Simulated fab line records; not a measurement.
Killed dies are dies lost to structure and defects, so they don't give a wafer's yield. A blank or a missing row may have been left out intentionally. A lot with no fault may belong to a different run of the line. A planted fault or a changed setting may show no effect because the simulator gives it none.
Which tool was responsible? + flow gf180mcu + at 1 step of a route of 602, 7 lots with 21 wafers sampled

WHAT EACH GAUGE READ, for each wafer
GF_POLY_GATE_THK_MEAS_01.
| lot  | measured     | on            | POLY_GATE_CVD_00_THK (nm) |
|------|--------------|---------------|---------------------------|
| L910 | day 8 22:58  | film metro-04 | 204.8 203.0 203.5         |
| L917 | day 10 12:42 | film metro-03 | 199.3 202.4 201.9         |
| L919 | day 10 21:45 | film metro-04 | 201.6 202.4 201.9         |
| L927 | day 14 01:20 | film metro-01 | 199.3 198.2 199.5         |
| L929 | day 14 11:29 | film metro-01 | 204.0 202.8 202.2         |
| L930 | day 15 01:56 | film metro-01 | 196.3 198.0 197.4         |
| L933 | day 15 18:59 | film metro-01 | 198.3 198.4 199.4         |

WHAT TOOL EACH LOT RAN ON (gives the tool, then ch and the chambers of the sampled wafers, and finally the start)
The record holds no process step before these readings.

THE ANSWER, worked out from the rows above alone
Rule: the usual values come from the lots themselves. The widest of any qualifying gaps counts: lots, ordered by their means at a reading, are off when they make up no more than a third of the lots, leave a main group of 4 or more, and stand apart from it by 3 or more times the standard deviation of that group's means. If all means in a main group match to the digits the tables above print for the reading, that group is not used. Also off: a lot with no number at a reading for which 4 or more lots have one. The other lots that the step has rows for count as sound.
Across all readings shown, no lot is off: no conclusion can be drawn from this.

WHAT WAS PUT IN BY THE SIMULATOR
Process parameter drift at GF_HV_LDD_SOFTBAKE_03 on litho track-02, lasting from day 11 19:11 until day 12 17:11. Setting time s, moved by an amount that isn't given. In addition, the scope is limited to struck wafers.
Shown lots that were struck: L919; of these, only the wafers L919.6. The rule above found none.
